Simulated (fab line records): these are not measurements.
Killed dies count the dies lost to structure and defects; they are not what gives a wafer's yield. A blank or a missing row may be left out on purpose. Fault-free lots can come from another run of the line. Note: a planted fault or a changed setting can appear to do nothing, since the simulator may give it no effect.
Problem report, 8D (eight disciplines) form, completed by code -- flow gf180mcu -- the parts of the form that need people (team, actions taken, sign-off) are left out

## 1. WHAT IS WRONG
stripTimeToEndpointS at GF_STI_STRIP_15 reads a mean of 2.60 s on 6 wafers of 2 lots; wafers without a fault read 3.76 s with a standard deviation of 0.037. Measured from the usual mean, that is -31 standard deviations.
The step: strips in O2/N2.
First observed at day 3 18:06: wafer L861.1, on plasmaAsher-02. At this step, 39 wafers from 13 lots have a number in the record. Rule for "out", or "out of limits": more than 4 standard deviations from the usual mean. The rest of the wafers with a number are treated as sound.

## 2. WHAT IT IS, AND WHAT IT ISN'T
question,is,is not
which readings at this step,"stripTimeToEndpointS, oesProductAu","drypumpMotorCurrentA, heaterPowerW"
which lots,"L861, L865","L854, L855, L856, L859, L868, L869, L870, L871, L872, L873, L875"
which wafers of those lots,all that have a number,-
read on which tools,"plasmaAsher-02, plasmaAsher-03",plasmaAsher-01
when,from day 3 18:06,"up to then (12 sound wafers); but 21 sound wafers of L868, L869, L870, L871, L872, L873, L875 came after"

## 3. SUSPECTS, AND WHAT RULES EACH OUT
Counting: a tool at any process step up to the reading remains a suspect when it ran all the lots that are out and ran no sound lot after the first of those.
- rieDiel-02 at GF_STI_ETCH_13 (etches the open film in CHF3/O2, stops on Si, target depth 282.31 nm, time 112.9 s): kept. Every lot that is out went through it, starting with L861 (day 3 17:57), and after that it ran no sound lot; the last sound lot it ran before then is L859 (day 3 09:42).
Remaining after the count: rieDiel-02 at GF_STI_ETCH_13.

## 4. THE CAUSE (what the simulator had put in)
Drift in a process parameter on rieDiel-02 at GF_STI_ETCH_13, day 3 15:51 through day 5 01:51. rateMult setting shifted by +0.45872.
Only this tool survived the counting.

## 5. THE EFFECT CHAIN, in route order
Rows list readings where the struck wafers' mean (over those with a number) sits beyond 3 standard deviations from the usual. Readings are gone through only where the record gives a usual standard deviation; hours: the median, over the lots, of the time from a lot's start at the first step in this table giving one to that lot's start at this step; sigmas: the change measured in usual standard deviations.
hours,step,reading,usual,on struck wafers,change,sigmas
0,GF_STI_STRIP_15,oesProductAu,0.385 a.u.,0.335,-0.050,-11
0,GF_STI_STRIP_15,stripTimeToEndpointS,3.76 s,2.60,-1.16,-31
Its process steps:
- GF_STI_STRIP_15: strips in O2/N2.
At these later measuring or inspecting steps, every struck wafer for which the step has a row has a number for every such reading, and none has moved that far: GF_STI_THK_MEAS_22, GF_STI_THK_MEAS_24.

## 6. HOW IT WOULD HAVE BEEN CAUGHT EARLIER
The fault began at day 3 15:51; the first out-of-limits reading in this record came at day 3 18:06, 2 hours later.
An alarm limit of 4 standard deviations would not have fired on the tool readings at GF_STI_ETCH_13 for which the record gives a usual standard deviation, since none of them was out on any struck wafer.
Of the lots that are out (2), L865 began GF_STI_ETCH_13 on rieDiel-02 after day 3 18:06. Holding the tool at that time would have saved it.
